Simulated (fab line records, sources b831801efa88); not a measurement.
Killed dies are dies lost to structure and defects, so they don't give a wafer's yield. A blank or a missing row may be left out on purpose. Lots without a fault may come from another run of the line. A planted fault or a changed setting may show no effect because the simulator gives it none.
Which tool did it? | flow sky130 | 12 lots, 36 wafers sampled, at 3 steps of a route of 708

WHAT THE GAUGES READ, wafer by wafer
SKY_METAL2_RS_MEAS_05: measures by four-point-probe. Usual: METAL2_ALCU_RS 0.1265 ohm/sq, standard deviation 0.0014.
lot  | measured     | on            | METAL2_ALCU_RS (ohm/sq) | flag
L578 | day 34 13:13 | film_metro-03 | 0.1235 0.1247 0.1252    |
L579 | day 34 23:20 | film_metro-03 | 0.1252 0.1265 0.1258    |
L581 | day 35 11:47 | film_metro-03 | 0.1276 0.1281 0.1289    |
L585 | day 37 08:32 | film_metro-02 | 0.1281 0.1256 0.1267    |
L587 | day 38 03:22 | film_metro-02 | 0.1265 0.1272 0.1266    |
L590 | day 38 23:23 | film_metro-03 | 0.1267 0.1294 0.1268    |
L589 | day 38 23:47 | film_metro-02 | 0.1261 0.1255 0.1258    |
L591 | day 39 07:03 | film_metro-01 | 0.1256 0.1260 0.1260    |
L593 | day 39 19:34 | film_metro-01 | 0.1256 0.1255 0.1248    |
L595 | day 40 04:15 | film_metro-01 | 0.1260 0.1261 0.1264    |
L594 | day 40 09:22 | film_metro-02 | 0.1284 0.1283 0.1274    |
L599 | day 41 02:19 | film_metro-02 | 0.1271 0.1275 0.1274    |

SKY_VIA2_OVL_MEAS_13. Usual: VIA2_OVL -3 nm, standard deviation 4.8.
lot  | measured     | on         | VIA2_OVL (nm) | flag
L578 | day 36 17:34 | overlay-01 | 2 3 -3        |
L579 | day 37 04:19 | overlay-01 | -7 0 -8       |
L581 | day 37 17:03 | overlay-02 | -5 -4 -10     |
L585 | day 39 12:46 | overlay-01 | 2 7 -2        |
L587 | day 40 06:16 | overlay-01 | 30 30 30      | OFF
L590 | day 41 01:25 | overlay-02 | 30 27 33      | OFF
L589 | day 41 01:52 | overlay-01 | -1 2 -2       |
L591 | day 41 08:40 | overlay-02 | -2 -2 -4      |
L593 | day 41 20:16 | overlay-02 | -8 -8 -7      |
L595 | day 42 06:01 | overlay-02 | -9 -6 -6      |
L594 | day 42 09:49 | overlay-01 | -8 -9 -10     |
L599 | day 43 01:48 | overlay-01 | -11 -5 -8     |

WHICH TOOL RAN EACH LOT (tool, then ch and the chambers of the sampled wafers, then the start)
lot  | SKY_VIA2_EXPOSE_09
L578 | krf_scanner-02 ch 0, day 36 04:43
L579 | krf_scanner-02 ch 0, day 36 15:27
L581 | krf_scanner-01 ch 0, day 37 03:55
L585 | krf_scanner-02 ch 0, day 39 01:13
L587 | krf_scanner-01 ch 0, day 39 17:37
L590 | krf_scanner-01 ch 0, day 40 13:16
L589 | krf_scanner-02 ch 0, day 40 13:55
L591 | krf_scanner-02 ch 0, day 40 20:17
L593 | krf_scanner-02 ch 0, day 41 09:11
L595 | krf_scanner-02 ch 0, day 41 17:19
L594 | krf_scanner-02 ch 0, day 41 22:14
L599 | krf_scanner-02 ch 0, day 42 14:39
- SKY_VIA2_EXPOSE_09: exposes mask VIM2, target cd 200 nm.

WHAT THE TOOLS THEMSELVES READ (means of the sampled wafers that have a number; where no wafer has one, the mark that the record gives instead)
The record holds no such reading with a usual standard deviation.

THE ANSWER, worked out from the rows above alone
Rule: a lot is off if the mean of its wafers that have a number lies more than 3 standard deviations from the usual mean. A lot without any number at a reading at which 4 lots or more have one is off too. The other lots that the step has rows for count as sound. The gauges are gone through in route order, then the tools' own readings, and for those a lot's mean is taken as printed above. The first step at which some lot is off is used, and at that step the reading that is off furthest; a lot without a number counts as furthest.
Off: L587, L590, at SKY_VIA2_OVL_MEAS_13 (VIA2_OVL).
A tool fits if, at a process step before that reading, it ran every lot that is off, and no sound lot after the first of them. The gauges at SKY_VIA2_OVL_MEAS_13 are tried like those tools. One fits: krf_scanner-01 at SKY_VIA2_EXPOSE_09. Its last sound lot is L581 (day 37 03:55), its first lot that is off L587 (day 39 17:37): a fault that began between those two fits.

WHAT THE SIMULATOR HAD PUT IN
Scanner matching overlay: krf_scanner-01, from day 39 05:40 on, at SKY_VIA2_EXPOSE_09. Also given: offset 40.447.
Lots struck among those shown: L587, L590. The rule above found the same.
